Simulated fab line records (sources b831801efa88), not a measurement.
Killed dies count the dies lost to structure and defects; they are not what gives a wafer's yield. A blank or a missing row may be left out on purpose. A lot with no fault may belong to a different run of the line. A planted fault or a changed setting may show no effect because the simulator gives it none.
fab line records	flow sky130	part 2 of 2: steps 43 to 43 of 43
[record] lots = 6	wafers = 18	last_day = 50
route steps=708 shown NWELL@68 PWDE@84 VT_ADJUST_HVTP@85 VT_ADJUST_LVTN@97 SONOS_ONO@183 PAD_OPEN@708
lots with no fault: from the same line, run without faults
start_h: hours from the record's first day to the start of the lot's first wafer shown	wait_h: how many hours have passed since the lot's step before this one	" same as the row above	L1.1+2: a single row standing in for several wafers	- either no value or no given start	* or withheld: withheld	< > ~ a bound
route shown NAME@n: NAME is a module with steps in the file, n the number in the route of the first one	usual: mean and standard deviation over wafers with no fault	same: alike in all rows	chamber/n: place in a boat	sites: readings site by site	_std_site: the standard deviation of these	_edge_site: the outer-site mean with the inner-site mean subtracted	radius_mm: how far each site lies from the wafer's centre	mask NAME#n: copy n	behind: the most recent tool/chamber to have shaped the wafer	hold: what put the lot on hold/how long, in hours/how the hold closed	device: whichever transistor did not switch (one of n, p or np)	end of line: tests of these same wafers at the route's end	a step without rows: its recipe alone	killed: at the first sort, the dies lost to defects and structure; wafer yield is something else	map: dies across one wafer; x = killed, . = not, _ = none there
set.NAME: the run value of the setting; set.NAME@STEP: its run value at that earlier step	model.NAME: the simulator's own value behind a step, which no gauge read
lots at selected steps of the route; one table per step, one row per wafer
services: from which hour (start_h, from the record's first day; less than 0 if before it) a tool's chamber was out of use, for how many hours, and why
[[steps]]
[step SKY_PAD_OPEN_PROBE_99]
[usual] killed_at_M0_to_M3 = 43/7.7	killed_at_M4_up = 3.4/1.9	killed_at_contacts = 25/5.6	killed_at_front_end = 14/4.3	killed_at_other = 0.2/0.5	killed_dies = 86/10	killed_open = 47/7.2	killed_short = 39/6.7
[same] gross_dies = 492	killed_at_back_side = 0
lot.wafer	tool	chamber	start_h	wait_h	killed_at_M0_to_M3	killed_at_M4_up	killed_at_contacts	killed_at_front_end	killed_at_other	killed_dies	killed_open	killed_short	model.etest.cap_thick_oxide.gate_bv_v	model.etest.cap_thin_oxide.gate_bv_v
L467.1	prober-01	-	1098.14	0.1	46	4	35	21	0	106	56	50	15.83	6.936
L467.3	prober-01	-	1098.24	0.2	37	2	28	17	0	84	38	46	15.82	6.921
L467.5	prober-01	-	1098.34	0.2	44	1	25	19	0	89	45	44	15.64	7.024
L469.2	prober-01	-	1109.16	0.1	50	3	14	18	0	85	41	44	15.71	7
L469.4	prober-01	-	1109.26	0.2	45	5	28	15	0	93	57	36	16.01	6.951
L469.5	prober-01	-	1109.31	0.2	49	2	23	13	0	87	49	38	15.39	6.725
L476.3	prober-02	-	1154.49	0.2	30	3	24	19	0	76	41	35	13.96	6.527
L476.4	prober-02	-	1154.54	0.2	41	0	18	14	0	73	38	35	14.06	6.355
L476.6	prober-02	-	1154.64	0.2	52	3	28	12	0	95	50	45	13.96	6.492
L478.2	prober-02	-	1178.34	0.1	40	2	25	13	0	80	41	39	14.21	6.564
L478.3	prober-02	-	1178.39	0.2	41	5	31	11	1	89	44	45	13.54	6.435
L478.6	prober-02	-	1178.54	0.2	43	6	31	10	0	90	44	46	13.76	6.59
L486.4	prober-02	-	1200.56	0.2	49	4	23	12	0	88	47	41	15.71	6.846
L486.5	prober-02	-	1200.61	0.2	47	6	17	19	0	89	46	43	16.09	6.856
L486.6	prober-02	-	1200.66	0.2	44	4	16	11	0	75	43	32	15.97	6.584
L487.1	prober-01	-	1203.95	0.1	51	6	26	7	0	90	49	41	15.75	6.86
L487.3	prober-01	-	1204.05	0.2	40	2	21	15	0	78	37	41	15.82	7.128
L487.6	prober-01	-	1204.20	0.2	48	1	34	15	0	98	60	38	15.57	7.022
// killed by level:class
L467.1 LI_CONTACT:geometric_particle:open=13 CONTACT:geometric_particle:open=9 VIA1:geometric_particle:open=8 METAL2:geometric_particle:short=8 FIELD_ISO:geometric_particle:short=7 VIA2:geometric_particle:open=7 POLY_GATE:geometric_particle:short=6 FIELD_ISO:geometric_particle:open=5
L467.3 CONTACT:geometric_particle:open=9 LI_CONTACT:geometric_particle:open=8 VIA3:geometric_particle:short=8 METAL1:geometric_particle:short=6 VIA2:geometric_particle:open=6 POLY_GATE:geometric_particle:short=5 LOCAL_INTERCONNECT:geometric_particle:short=5 VIA1:geometric_particle:open=5
L467.5 VIA1:geometric_particle:open=10 FIELD_ISO:geometric_particle:short=8 LI_CONTACT:geometric_particle:open=7 LOCAL_INTERCONNECT:geometric_particle:short=7 CONTACT:geometric_particle:open=7 VIA1:geometric_particle:short=6 VIA3:geometric_particle:open=6 METAL1:geometric_particle:short=5
L469.2 VIA2:geometric_particle:open=8 VIA1:geometric_particle:open=8 FIELD_ISO:geometric_particle:open=6 METAL1:geometric_particle:short=6 METAL3:geometric_particle:short=6 VIA3:geometric_particle:short=5 POLY_GATE:geometric_particle:open=5 METAL2:geometric_particle:short=5
L469.4 VIA1:geometric_particle:open=15 CONTACT:geometric_particle:open=12 VIA3:geometric_particle:open=10 FIELD_ISO:geometric_particle:short=7 VIA2:geometric_particle:open=7 LI_CONTACT:geometric_particle:open=6 LI_CONTACT:geometric_particle:short=5 POLY_GATE:geometric_particle:open=4
L469.5 VIA1:geometric_particle:open=10 VIA3:geometric_particle:open=10 VIA2:geometric_particle:open=7 VIA2:geometric_particle:short=6 CONTACT:geometric_particle:open=6 LOCAL_INTERCONNECT:geometric_particle:short=5 LI_CONTACT:geometric_particle:open=4 METAL1:geometric_particle:short=4
L476.3 CONTACT:geometric_particle:open=9 CONTACT:geometric_particle:short=7 LI_CONTACT:geometric_particle:open=6 POLY_GATE:geometric_particle:short=5 VIA1:geometric_particle:open=5 POLY_GATE:geometric_particle:open=4 VIA2:geometric_particle:open=4 METAL3:geometric_particle:short=4
L476.4 CONTACT:geometric_particle:open=10 VIA1:geometric_particle:open=10 METAL2:geometric_particle:short=7 VIA1:geometric_particle:short=6 FIELD_ISO:geometric_particle:short=5 VIA3:geometric_particle:open=5 METAL1:geometric_particle:short=4 FIELD_ISO:geometric_particle:open=3
L476.6 VIA1:geometric_particle:short=11 VIA1:geometric_particle:open=10 LI_CONTACT:geometric_particle:open=10 CONTACT:geometric_particle:short=7 CONTACT:geometric_particle:open=6 VIA3:geometric_particle:open=6 VIA2:geometric_particle:open=6 VIA3:geometric_particle:short=4
L478.2 CONTACT:geometric_particle:open=11 VIA1:geometric_particle:open=11 METAL1:geometric_particle:short=6 METAL2:geometric_particle:short=6 POLY_GATE:geometric_particle:open=5 LI_CONTACT:geometric_particle:open=5 FIELD_ISO:geometric_particle:short=4 CONTACT:geometric_particle:short=4
L478.3 LI_CONTACT:geometric_particle:open=10 METAL1:geometric_particle:short=9 CONTACT:geometric_particle:open=9 VIA1:geometric_particle:open=7 LOCAL_INTERCONNECT:geometric_particle:short=5 VIA3:geometric_particle:open=5 VIA1:geometric_particle:short=4 METAL2:geometric_particle:short=4
L478.6 CONTACT:geometric_particle:open=11 VIA1:geometric_particle:open=10 CONTACT:geometric_particle:short=8 VIA2:geometric_particle:open=7 LI_CONTACT:geometric_particle:open=6 VIA1:geometric_particle:short=6 METAL2:geometric_particle:short=6 METAL4:geometric_particle:short=5
L486.4 CONTACT:geometric_particle:open=10 VIA1:geometric_particle:open=9 METAL1:geometric_particle:short=8 METAL2:geometric_particle:short=7 VIA3:geometric_particle:open=7 VIA2:geometric_particle:open=6 CONTACT:geometric_particle:short=5 SPACER:geometric_particle:open=4
L486.5 METAL2:geometric_particle:short=12 VIA1:geometric_particle:open=9 METAL1:geometric_particle:short=8 VIA3:geometric_particle:open=7 CONTACT:geometric_particle:open=6 FIELD_ISO:geometric_particle:open=5 FIELD_ISO:geometric_particle:short=4 POLY_GATE:geometric_particle:open=4
L486.6 VIA2:geometric_particle:open=11 FIELD_ISO:geometric_particle:open=5 CONTACT:geometric_particle:open=5 VIA1:geometric_particle:open=5 METAL2:geometric_particle:short=5 METAL3:geometric_particle:short=5 LI_CONTACT:geometric_particle:open=4 VIA3:geometric_particle:open=4
L487.1 VIA3:geometric_particle:open=11 VIA1:geometric_particle:open=9 CONTACT:geometric_particle:open=7 LI_CONTACT:geometric_particle:open=6 METAL2:geometric_particle:short=6 LOCAL_INTERCONNECT:geometric_particle:short=5 VIA3:geometric_particle:short=5 METAL4:geometric_particle:short=5
L487.3 VIA1:geometric_particle:open=7 FIELD_ISO:geometric_particle:open=6 METAL2:geometric_particle:short=6 CONTACT:geometric_particle:open=5 VIA3:geometric_particle:open=5 LI_CONTACT:geometric_particle:open=5 FIELD_ISO:geometric_particle:short=4 LOCAL_INTERCONNECT:geometric_particle:short=4
L487.6 CONTACT:geometric_particle:open=14 VIA1:geometric_particle:open=13 LI_CONTACT:geometric_particle:open=9 VIA3:geometric_particle:open=7 FIELD_ISO:geometric_particle:open=6 VIA1:geometric_particle:short=6 VIA2:geometric_particle:open=5 VIA3:geometric_particle:short=5
[[services]]
tool	chamber	start_h	hours	kind
rie_diel-02	0	97.18	132.0	repair
plasma_asher-01	-	108.75	9.0	pm
rtp_anneal-01	-	124.74	68.8	pm
rie_diel-02	-	145.73	2.2	repair
plasma_asher-04	-	159.48	1.5	repair
wet_bench-01	-	184.29	1.5	repair
rtp_anneal-01	-	193.49	3.1	pm
rie_diel-01	-	195.85	2.8	pm
plasma_asher-01	-	201.45	14.6	pm
rie_diel-02	3	204.51	10.8	repair
wet_bench-03	-	214.80	1.9	repair
plasma_asher-02	-	238.85	1.7	repair
plasma_asher-02	-	281.11	0.3	repair
plasma_asher-03	-	289.90	7.0	repair
wet_bench-01	-	320.23	1.9	pm
wet_bench-02	-	330.64	32.7	repair
wet_bench-02	-	345.30	3.8	repair
plasma_asher-01	-	377.05	0.9	repair
rie_diel-02	3	420.57	4.5	repair
plasma_asher-03	-	421.25	9.0	pm
plasma_asher-01	-	437.47	4.3	pm
plasma_asher-03	-	439.66	22.2	repair
rtp_anneal-02	-	439.87	89.7	pm
plasma_asher-03	-	463.42	3.4	repair
[[key]]
[first_sign] step = SKY_NWELL_CLEAN_27	reading = tool_record	direction = missing
effect none on later readings
[model_effect] step = SKY_NWELL_CLEAN_27	value = SiO2_of_NWELL_OXIDATION_01.thk_nm	without = 9.785	struck = 10.12
[model_effect] step = SKY_SONOS_ONO_ETCH_15	value = SiO2_of_NWELL_OXIDATION_01.thk_nm	without = 5.591	struck = 5.927
[model_effect] step = SKY_PAD_OPEN_PROBE_99	value = etest.cap_thick_oxide.gate_bv_v	without = 15.32	struck = 13.92
met_at SKY_NWELL_CLEAN_27
struck_wafers L476.3,L476.4,L476.6,L478.2,L478.3,L478.6
tester_left_out L476,L478
onset_between 132.61 187.09
[fault] kind = skipped_step_whole	tool = wet_bench-02	chamber = -	onset_h = 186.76	steps = SKY_NWELL_CLEAN_27	scope = struck_lots_only
// tester_left_out: of these lots the tester's yield and bins aren't shown, on N5 and GAA mostly nor the transistor test; their killed dies are dies lost to structure and defects alone, not to doping, threshold or leakage, so they don't give the yield
